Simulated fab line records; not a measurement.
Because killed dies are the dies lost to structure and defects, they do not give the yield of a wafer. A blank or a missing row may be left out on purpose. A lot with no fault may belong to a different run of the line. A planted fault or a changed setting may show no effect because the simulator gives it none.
fab line records / flow sky130 / part 2 of 2: steps 43 to 43 of 43
record lots=6 wafers=18 last_day=50
route steps=708 shown METAL3@555 VIA3@573 PAD_OPEN@708
lots untouched by any fault: they come from a run of this same line in which no faults occurred
start_h: hours from the record's first day to the start of the lot's first wafer shown / wait_h: hours from the lot's prior step to this one / " as in the row above / L1.1+2: a row that stands for several wafers / - no value, or no start given / * or withheld: withheld / < > ~ a bound
route shown NAME@n: NAME is a module with steps in the file, n the number in the route of the first one / usual: mean/standard deviation of fault-free wafers / same: alike in all rows / chamber/n: place in a boat / sites: each site's reading / _std_site: standard deviation across them / _edge_site: mean of outer sites minus mean of inner sites / radius_mm: for every site, how far away it sits from the centre of the wafer / mask NAME#n: copy n / behind: the tool/chamber that last shaped the wafer / hold: what put the lot on hold/how long, in hours/how the hold closed / device: transistor that didn't switch, given as n, p or np / end of line: the route-end tests of the same wafers / for a step that has no rows: nothing shown but its recipe / killed: dies that structure and defects cost at the first sort, which is not the same as the wafer's yield / map: a wafer's dies, marking killed ones x, the rest . and places with no die _
set.NAME: the setting the step ran with; set.NAME@STEP: the setting that earlier step ran with / model.NAME: the simulator's own value behind a step, which no gauge read
lots seen at some steps along the route; tables by step, rows by wafer
services: when a tool's chamber went out of use (start_h, in hours from the record's first day, below 0 if earlier), for how many hours, and the reason
## steps
# step SKY_PAD_OPEN_PROBE_99
# usual defect_limited_yield=82.1/2 killed_at_M0_to_M3=43/6.4 killed_at_M4_up=3.2/1.8 killed_at_contacts=25/5.5 killed_at_front_end=16/5.2 killed_at_other=0.3/0.49 killed_dies=88/10 killed_open=48/7 killed_short=40/7.1 sort_bin_3_pad_short=0.9/0.42 sort_bin_5_function=10.5/1.6 sort_bin_6_memory=6.5/1.2 sort_n_pass=404/10 sort_yield_pct=82.1/2
# same gross_dies=492 killed_at_back_side=0 sort_bin_4_leakage[%]=0 sort_bin_8_speed[%]=0
lot.wafer=L921.1 tool=prober-02 chamber=- start_h=1104.20 wait_h=0.1 defect_limited_yield[%]=79.7 killed_at_M0_to_M3=49 killed_at_M4_up=4 killed_at_contacts=29 killed_at_front_end=17 killed_at_other=1 killed_dies=100 killed_open=52 killed_short=48 sort_bin_3_pad_short[%]=0.4 sort_bin_5_function[%]=12.0 sort_bin_6_memory[%]=7.9 sort_n_pass=392 sort_yield_pct[%]=79.7 model.etest.tester.sort_n_pass=392 model.etest.tester.sort_yield_pct=79.67 model.etest.tester.sort_bin_5_pct=11.99 model.etest.tester.sort_bin_3_pct=0.4065
lot.wafer=L921.2 tool=prober-02 chamber=- start_h=1104.25 wait_h=0.1 defect_limited_yield[%]=82.9 killed_at_M0_to_M3=40 killed_at_M4_up=4 killed_at_contacts=26 killed_at_front_end=14 killed_at_other=0 killed_dies=84 killed_open=37 killed_short=47 sort_bin_3_pad_short[%]=1.8 sort_bin_5_function[%]=6.9 sort_bin_6_memory[%]=8.3 sort_n_pass=408 sort_yield_pct[%]=82.9 model.etest.tester.sort_n_pass=408 model.etest.tester.sort_yield_pct=82.93 model.etest.tester.sort_bin_5_pct=6.911 model.etest.tester.sort_bin_3_pct=1.829
lot.wafer=L921.5 tool=prober-02 chamber=- start_h=1104.40 wait_h=0.2 defect_limited_yield[%]=81.5 killed_at_M0_to_M3=49 killed_at_M4_up=1 killed_at_contacts=24 killed_at_front_end=17 killed_at_other=0 killed_dies=91 killed_open=44 killed_short=47 sort_bin_3_pad_short[%]=1.6 sort_bin_5_function[%]=10.4 sort_bin_6_memory[%]=6.5 sort_n_pass=401 sort_yield_pct[%]=81.5 model.etest.tester.sort_n_pass=401 model.etest.tester.sort_yield_pct=81.5 model.etest.tester.sort_bin_5_pct=10.37 model.etest.tester.sort_bin_3_pct=1.626
lot.wafer=L924.2 tool=prober-01 chamber=- start_h=1119.45 wait_h=0.1 defect_limited_yield[%]=81.9 killed_at_M0_to_M3=50 killed_at_M4_up=3 killed_at_contacts=21 killed_at_front_end=14 killed_at_other=1 killed_dies=89 killed_open=52 killed_short=37 sort_bin_3_pad_short[%]=1.2 sort_bin_5_function[%]=10.6 sort_bin_6_memory[%]=6.3 sort_n_pass=403 sort_yield_pct[%]=81.9 model.etest.tester.sort_n_pass=403 model.etest.tester.sort_yield_pct=81.91 model.etest.tester.sort_bin_5_pct=10.57 model.etest.tester.sort_bin_3_pct=1.22
lot.wafer=L924.3 tool=prober-01 chamber=- start_h=1119.50 wait_h=0.2 defect_limited_yield[%]=83.3 killed_at_M0_to_M3=39 killed_at_M4_up=3 killed_at_contacts=20 killed_at_front_end=20 killed_at_other=0 killed_dies=82 killed_open=51 killed_short=31 sort_bin_3_pad_short[%]=0.4 sort_bin_5_function[%]=10.2 sort_bin_6_memory[%]=6.1 sort_n_pass=410 sort_yield_pct[%]=83.3 model.etest.tester.sort_n_pass=410 model.etest.tester.sort_yield_pct=83.33 model.etest.tester.sort_bin_5_pct=10.16 model.etest.tester.sort_bin_3_pct=0.4065
lot.wafer=L924.6 tool=prober-01 chamber=- start_h=1119.65 wait_h=0.2 defect_limited_yield[%]=79.1 killed_at_M0_to_M3=53 killed_at_M4_up=4 killed_at_contacts=30 killed_at_front_end=15 killed_at_other=1 killed_dies=103 killed_open=54 killed_short=49 sort_bin_3_pad_short[%]=1.4 sort_bin_5_function[%]=13.6 sort_bin_6_memory[%]=5.9 sort_n_pass=389 sort_yield_pct[%]=79.1 model.etest.tester.sort_n_pass=389 model.etest.tester.sort_yield_pct=79.06 model.etest.tester.sort_bin_5_pct=13.62 model.etest.tester.sort_bin_3_pct=1.423
lot.wafer=L932.1 tool=prober-01 chamber=- start_h=1171.64 wait_h=0.1 defect_limited_yield[%]=83.1 killed_at_M0_to_M3=48 killed_at_M4_up=3 killed_at_contacts=22 killed_at_front_end=10 killed_at_other=0 killed_dies=83 killed_open=48 killed_short=35 sort_bin_3_pad_short[%]=0.4 sort_bin_5_function[%]=9.8 sort_bin_6_memory[%]=6.7 sort_n_pass=409 sort_yield_pct[%]=83.1 model.etest.tester.sort_n_pass=409 model.etest.tester.sort_yield_pct=83.13 model.etest.tester.sort_bin_5_pct=9.756 model.etest.tester.sort_bin_3_pct=0.4065
lot.wafer=L932.2 tool=prober-01 chamber=- start_h=1171.69 wait_h=0.1 defect_limited_yield[%]=83.1 killed_at_M0_to_M3=42 killed_at_M4_up=0 killed_at_contacts=27 killed_at_front_end=14 killed_at_other=0 killed_dies=83 killed_open=43 killed_short=40 sort_bin_3_pad_short[%]=1.0 sort_bin_5_function[%]=10.4 sort_bin_6_memory[%]=5.5 sort_n_pass=409 sort_yield_pct[%]=83.1 model.etest.tester.sort_n_pass=409 model.etest.tester.sort_yield_pct=83.13 model.etest.tester.sort_bin_5_pct=10.37 model.etest.tester.sort_bin_3_pct=1.016
lot.wafer=L932.3 tool=prober-01 chamber=- start_h=1171.74 wait_h=0.2 defect_limited_yield[%]=81.1 killed_at_M0_to_M3=44 killed_at_M4_up=2 killed_at_contacts=25 killed_at_front_end=22 killed_at_other=0 killed_dies=93 killed_open=62 killed_short=31 sort_bin_3_pad_short[%]=0.4 sort_bin_5_function[%]=11.4 sort_bin_6_memory[%]=7.1 sort_n_pass=399 sort_yield_pct[%]=81.1 model.etest.tester.sort_n_pass=399 model.etest.tester.sort_yield_pct=81.1 model.etest.tester.sort_bin_5_pct=11.38 model.etest.tester.sort_bin_3_pct=0.4065
lot.wafer=L934.2 tool=prober-02 chamber=- start_h=1178.90 wait_h=0.1 defect_limited_yield[%]=83.7 killed_at_M0_to_M3=40 killed_at_M4_up=3 killed_at_contacts=17 killed_at_front_end=18 killed_at_other=2 killed_dies=80 killed_open=44 killed_short=36 sort_bin_3_pad_short[%]=0.6 sort_bin_5_function[%]=9.3 sort_bin_6_memory[%]=6.3 sort_n_pass=412 sort_yield_pct[%]=83.7 model.etest.tester.sort_n_pass=412 model.etest.tester.sort_yield_pct=83.74 model.etest.tester.sort_bin_5_pct=9.35 model.etest.tester.sort_bin_3_pct=0.6098
lot.wafer=L934.5 tool=prober-02 chamber=- start_h=1179.05 wait_h=0.2 defect_limited_yield[%]=85.6 killed_at_M0_to_M3=32 killed_at_M4_up=2 killed_at_contacts=28 killed_at_front_end=8 killed_at_other=1 killed_dies=71 killed_open=37 killed_short=34 sort_bin_3_pad_short[%]=0.2 sort_bin_5_function[%]=8.7 sort_bin_6_memory[%]=5.5 sort_n_pass=421 sort_yield_pct[%]=85.6 model.etest.tester.sort_n_pass=421 model.etest.tester.sort_yield_pct=85.57 model.etest.tester.sort_bin_5_pct=8.74 model.etest.tester.sort_bin_3_pct=0.2033
lot.wafer=L934.6 tool=prober-02 chamber=- start_h=1179.10 wait_h=0.2 defect_limited_yield[%]=76.0 killed_at_M0_to_M3=91 killed_at_M4_up=2 killed_at_contacts=20 killed_at_front_end=4 killed_at_other=1 killed_dies=118 killed_open=33 killed_short=28 sort_bin_3_pad_short[%]=3.3 sort_bin_5_function[%]=15.2 sort_bin_6_memory[%]=5.5 sort_n_pass=374 sort_yield_pct[%]=76.0 model.etest.tester.sort_n_pass=374 model.etest.tester.sort_yield_pct=76.02 model.etest.tester.sort_bin_5_pct=15.24 model.etest.tester.sort_bin_3_pct=3.252
lot.wafer=L937.1 tool=prober-01 chamber=- start_h=1188.35 wait_h=0.1 defect_limited_yield[%]=71.5 killed_at_M0_to_M3=88 killed_at_M4_up=2 killed_at_contacts=28 killed_at_front_end=22 killed_at_other=0 killed_dies=140 killed_open=38 killed_short=48 sort_bin_3_pad_short[%]=3.3 sort_bin_5_function[%]=18.3 sort_bin_6_memory[%]=6.9 sort_n_pass=352 sort_yield_pct[%]=71.5 model.etest.tester.sort_n_pass=352 model.etest.tester.sort_yield_pct=71.54 model.etest.tester.sort_bin_5_pct=18.29 model.etest.tester.sort_bin_3_pct=3.252
lot.wafer=L937.4 tool=prober-01 chamber=- start_h=1188.50 wait_h=0.2 defect_limited_yield[%]=81.9 killed_at_M0_to_M3=39 killed_at_M4_up=5 killed_at_contacts=34 killed_at_front_end=11 killed_at_other=0 killed_dies=89 killed_open=50 killed_short=39 sort_bin_3_pad_short[%]=0 sort_bin_5_function[%]=10.4 sort_bin_6_memory[%]=7.7 sort_n_pass=403 sort_yield_pct[%]=81.9 model.etest.tester.sort_n_pass=403 model.etest.tester.sort_yield_pct=81.91 model.etest.tester.sort_bin_5_pct=10.37 model.etest.tester.sort_bin_3_pct=0
lot.wafer=L937.6 tool=prober-01 chamber=- start_h=1188.60 wait_h=0.2 defect_limited_yield[%]=81.9 killed_at_M0_to_M3=43 killed_at_M4_up=6 killed_at_contacts=24 killed_at_front_end=16 killed_at_other=0 killed_dies=89 killed_open=50 killed_short=39 sort_bin_3_pad_short[%]=0.8 sort_bin_5_function[%]=10.4 sort_bin_6_memory[%]=6.9 sort_n_pass=403 sort_yield_pct[%]=81.9 model.etest.tester.sort_n_pass=403 model.etest.tester.sort_yield_pct=81.91 model.etest.tester.sort_bin_5_pct=10.37 model.etest.tester.sort_bin_3_pct=0.813
lot.wafer=L940.1 tool=prober-02 chamber=- start_h=1199.16 wait_h=0.1 defect_limited_yield[%]=84.8 killed_at_M0_to_M3=34 killed_at_M4_up=3 killed_at_contacts=15 killed_at_front_end=23 killed_at_other=0 killed_dies=75 killed_open=34 killed_short=41 sort_bin_3_pad_short[%]=1.0 sort_bin_5_function[%]=9.8 sort_bin_6_memory[%]=4.5 sort_n_pass=417 sort_yield_pct[%]=84.8 model.etest.tester.sort_n_pass=417 model.etest.tester.sort_yield_pct=84.76 model.etest.tester.sort_bin_5_pct=9.756 model.etest.tester.sort_bin_3_pct=1.016
lot.wafer=L940.3 tool=prober-02 chamber=- start_h=1199.26 wait_h=0.2 defect_limited_yield[%]=82.9 killed_at_M0_to_M3=45 killed_at_M4_up=5 killed_at_contacts=19 killed_at_front_end=15 killed_at_other=0 killed_dies=84 killed_open=51 killed_short=33 sort_bin_3_pad_short[%]=1.2 sort_bin_5_function[%]=9.8 sort_bin_6_memory[%]=6.1 sort_n_pass=408 sort_yield_pct[%]=82.9 model.etest.tester.sort_n_pass=408 model.etest.tester.sort_yield_pct=82.93 model.etest.tester.sort_bin_5_pct=9.756 model.etest.tester.sort_bin_3_pct=1.22
lot.wafer=L940.6 tool=prober-02 chamber=- start_h=1199.41 wait_h=0.2 defect_limited_yield[%]=84.6 killed_at_M0_to_M3=32 killed_at_M4_up=2 killed_at_contacts=26 killed_at_front_end=16 killed_at_other=0 killed_dies=76 killed_open=42 killed_short=34 sort_bin_3_pad_short[%]=0.8 sort_bin_5_function[%]=9.6 sort_bin_6_memory[%]=5.1 sort_n_pass=416 sort_yield_pct[%]=84.6 model.etest.tester.sort_n_pass=416 model.etest.tester.sort_yield_pct=84.55 model.etest.tester.sort_bin_5_pct=9.553 model.etest.tester.sort_bin_3_pct=0.813
# killed by level:class
L921.1 CONTACT:geometric_particle:open=11 METAL1:geometric_particle:short=10 VIA1:geometric_particle:open=9 CONTACT:geometric_particle:short=7 VIA3:geometric_particle:open=7 FIELD_ISO:geometric_particle:short=6 VIA1:geometric_particle:short=6 METAL2:geometric_particle:short=6
L921.2 LOCAL_INTERCONNECT:geometric_particle:short=9 VIA1:geometric_particle:open=8 CONTACT:geometric_particle:open=8 METAL1:geometric_particle:short=6 METAL2:geometric_particle:short=6 VIA3:geometric_particle:open=6 POLY_GATE:geometric_particle:short=5 VIA1:geometric_particle:short=4
L921.5 VIA1:geometric_particle:open=14 LOCAL_INTERCONNECT:geometric_particle:short=8 METAL2:geometric_particle:short=7 LI_CONTACT:geometric_particle:open=6 VIA1:geometric_particle:short=6 VIA3:geometric_particle:open=5 CONTACT:geometric_particle:open=5 METAL1:geometric_particle:short=5
L924.2 VIA1:geometric_particle:open=11 VIA2:geometric_particle:open=9 CONTACT:geometric_particle:open=8 VIA3:geometric_particle:open=6 LI_CONTACT:geometric_particle:open=5 VIA1:geometric_particle:short=5 METAL2:geometric_particle:short=5 FIELD_ISO:geometric_particle:open=4
L924.3 VIA1:geometric_particle:open=11 LI_CONTACT:geometric_particle:open=8 CONTACT:geometric_particle:open=8 FIELD_ISO:geometric_particle:open=6 VIA1:geometric_particle:short=5 METAL2:geometric_particle:short=5 VIA2:geometric_particle:open=5 FIELD_ISO:geometric_particle:short=3
L924.6 VIA1:geometric_particle:open=15 CONTACT:geometric_particle:open=13 METAL2:geometric_particle:short=11 METAL1:geometric_particle:short=10 LI_CONTACT:geometric_particle:open=5 CONTACT:geometric_particle:short=5 LOCAL_INTERCONNECT:geometric_particle:short=4 VIA2:geometric_particle:open=4
L932.1 VIA1:geometric_particle:open=12 CONTACT:geometric_particle:open=10 VIA2:geometric_particle:open=8 CONTACT:geometric_particle:short=5 METAL1:geometric_particle:short=5 VIA1:geometric_particle:short=5 METAL2:geometric_particle:short=5 FIELD_ISO:geometric_particle:open=4
L932.2 CONTACT:geometric_particle:open=10 VIA1:geometric_particle:open=10 VIA1:geometric_particle:short=6 LI_CONTACT:geometric_particle:open=6 CONTACT:geometric_particle:short=5 METAL1:geometric_particle:short=5 FIELD_ISO:geometric_particle:short=4 FIELD_ISO:geometric_particle:open=4
L932.3 CONTACT:geometric_particle:open=10 VIA2:geometric_particle:open=10 VIA1:geometric_particle:open=9 LI_CONTACT:geometric_particle:open=8 VIA3:geometric_particle:open=8 FIELD_ISO:geometric_particle:open=5 POLY_GATE:geometric_particle:open=4 VIA3:geometric_particle:short=4
L934.2 VIA1:geometric_particle:open=11 FIELD_ISO:geometric_particle:short=6 VIA2:geometric_particle:open=6 CONTACT:geometric_particle:open=5 CONTACT:geometric_particle:short=5 VIA2:geometric_particle:short=5 FIELD_ISO:geometric_particle:open=4 LI_CONTACT:geometric_particle:open=4
L934.5 CONTACT:geometric_particle:open=12 LI_CONTACT:geometric_particle:open=7 METAL2:geometric_particle:short=6 VIA3:geometric_particle:open=5 CONTACT:geometric_particle:short=4 METAL1:geometric_particle:short=4 VIA1:geometric_particle:open=4 METAL3:geometric_particle:short=4
L934.6 METAL3:unspecified=57 CONTACT:geometric_particle:open=12 VIA1:geometric_particle:open=7 VIA3:geometric_particle:open=6 CONTACT:geometric_particle:short=5 METAL3:geometric_particle:short=5 VIA2:geometric_particle:short=5 METAL1:geometric_particle:short=4
L937.1 METAL3:unspecified=54 LI_CONTACT:geometric_particle:open=8 POLY_GATE:geometric_particle:short=7 LI_CONTACT:geometric_particle:short=7 METAL1:geometric_particle:short=7 VIA1:geometric_particle:open=6 VIA2:geometric_particle:open=6 POLY_GATE:geometric_particle:open=5
L937.4 CONTACT:geometric_particle:open=11 METAL1:geometric_particle:short=8 LI_CONTACT:geometric_particle:open=7 VIA1:geometric_particle:open=6 VIA2:geometric_particle:open=6 VIA3:geometric_particle:open=6 LOCAL_INTERCONNECT:geometric_particle:short=5 CONTACT:geometric_particle:short=5
L937.6 LI_CONTACT:geometric_particle:open=9 VIA1:geometric_particle:open=9 METAL1:geometric_particle:short=8 VIA2:geometric_particle:open=7 POLY_GATE:geometric_particle:open=5 FIELD_ISO:geometric_particle:short=4 FIELD_ISO:geometric_particle:open=4 LI_CONTACT:geometric_particle:short=4
L940.1 FIELD_ISO:geometric_particle:short=8 VIA1:geometric_particle:short=5 CONTACT:geometric_particle:open=5 METAL1:geometric_particle:short=5 METAL2:geometric_particle:short=5 POLY_GATE:geometric_particle:open=4 POLY_GATE:geometric_particle:short=4 VIA3:geometric_particle:open=4
L940.3 VIA1:geometric_particle:open=15 LI_CONTACT:geometric_particle:open=7 VIA3:geometric_particle:open=5 FIELD_ISO:geometric_particle:open=4 POLY_GATE:geometric_particle:short=4 CONTACT:geometric_particle:open=4 METAL4:geometric_particle:short=4 METAL1:geometric_particle:short=4
L940.6 CONTACT:geometric_particle:open=9 LI_CONTACT:geometric_particle:open=7 VIA2:geometric_particle:open=7 LI_CONTACT:geometric_particle:short=6 VIA1:geometric_particle:open=6 FIELD_ISO:geometric_particle:short=5 METAL2:geometric_particle:short=4 FIELD_ISO:geometric_particle:open=3
# map L934.6 (x killed, . not)
__________...x.x..x._________
________......x......._______
______..xxx....xx......._____
_____..xxxxxxxxx.x.......____
____..xxxxxxxxxx..........___
___...xxxxxxxxxxx..........__
__......xxxxxxxxx.x.x..x..x._
_.......xxxxxxx.x............
_.......xxxxxxxxxx...........
_......xx.xx.x....x..x...x...
_.....x.........x.....x......
_........x....xx.x...........
_x...x...............x.x.xx..
_...........x.....x...x......
_...xx...xxxx..x...x......x..
__............x............._
___..x............x.......x__
____.x.....x...........x..___
_____x....xx...x.........____
______...x.............._____
________.............._______
__________.x......x._________
# map L937.1 (x killed, . not)
__________........x._________
________x..xx......x.x_______
______.xx.xxxx.......xx._____
_____..xxxxxxxx.x.xx.....____
____.xxxxxxxxxxx....x.x.x.___
___....xxxxxxxxx.x..x.x..xx__
__...x.xxxxxxxx...x.x..xx..._
_.....xxxxxxxxx...........x..
_x......xxx.xxxx...xx........
_...........x...x............
_.....x......x...x...xx..x...
_...x.x...x............x.x..x
_....x....x..x.x....x.......x
_x........xx.................
_...x.xx..............x..x...
__..x...x..........x..xx...x_
___.....x.xx....xx.........__
____....x...x......x..x...___
_____.....x..xx..x.....x.____
______x................._____
________...x...x..x..._______
__________x........x_________
## services
tool=pvd_sputter-03 chamber=- start_h=922.83 hours=1.7 kind=repair
tool=rie_diel-02 chamber=- start_h=927.40 hours=2.8 kind=pm
tool=pvd_sputter-02 chamber=- start_h=929.69 hours=2.3 kind=repair
tool=cmp-02 chamber=- start_h=931.49 hours=0.5 kind=repair
tool=rie_diel-02 chamber=0 start_h=932.07 hours=8.8 kind=repair
tool=cmp-02 chamber=- start_h=932.29 hours=4.0 kind=repair
tool=rie_diel-02 chamber=2 start_h=941.72 hours=3.5 kind=repair
tool=rie_metal-04 chamber=- start_h=944.86 hours=0.6 kind=repair
tool=cmp-02 chamber=- start_h=961.50 hours=7.6 kind=pm
tool=cvd_w-02 chamber=- start_h=963.82 hours=0.2 kind=repair
tool=cmp-01 chamber=- start_h=967.97 hours=1.1 kind=repair
tool=rie_diel-02 chamber=2 start_h=970.93 hours=6.1 kind=repair
tool=pvd_sputter-03 chamber=- start_h=972.80 hours=3.2 kind=repair
tool=cmp-01 chamber=- start_h=982.20 hours=3.0 kind=repair
tool=rie_metal-02 chamber=- start_h=989.58 hours=2.2 kind=repair
tool=cmp-01 chamber=- start_h=992.88 hours=0.6 kind=repair
tool=pvd_sputter-03 chamber=- start_h=996.23 hours=3.2 kind=repair
tool=rie_diel-02 chamber=- start_h=1012.88 hours=0.4 kind=repair
tool=rie_diel-02 chamber=- start_h=1022.43 hours=0.6 kind=repair
tool=pvd_sputter-03 chamber=- start_h=1031.74 hours=4.6 kind=repair
tool=pvd_sputter-02 chamber=- start_h=1035.07 hours=0.5 kind=repair
tool=cvd_w-02 chamber=0 start_h=1054.01 hours=8.8 kind=repair
tool=cmp-01 chamber=- start_h=1056.13 hours=1.8 kind=repair
tool=pvd_sputter-03 chamber=- start_h=1066.05 hours=5.7 kind=repair
## key
first_sign step=SKY_PAD_OPEN_PROBE_99 reading=killed_at_M0_to_M3 direction=up sigmas=7.2 usual=43 struck=90
effect step=SKY_PAD_OPEN_PROBE_99 reading=sort_bin_3_pad_short direction=up sigmas=5.6 usual=0.9 struck=3.3
model_effect step=SKY_PAD_OPEN_PROBE_99 value=etest.tester.sort_n_pass without=412.5 struck=363
met_at SKY_METAL3_ETCH_17
struck_wafers L934.6,L937.1
fault kind=chamber_particle_source tool=rie_diel-01 chamber=2 onset_h=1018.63 steps=SKY_METAL3_ETCH_17 rate_per_visit_cm2=0.99411 end_h=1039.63
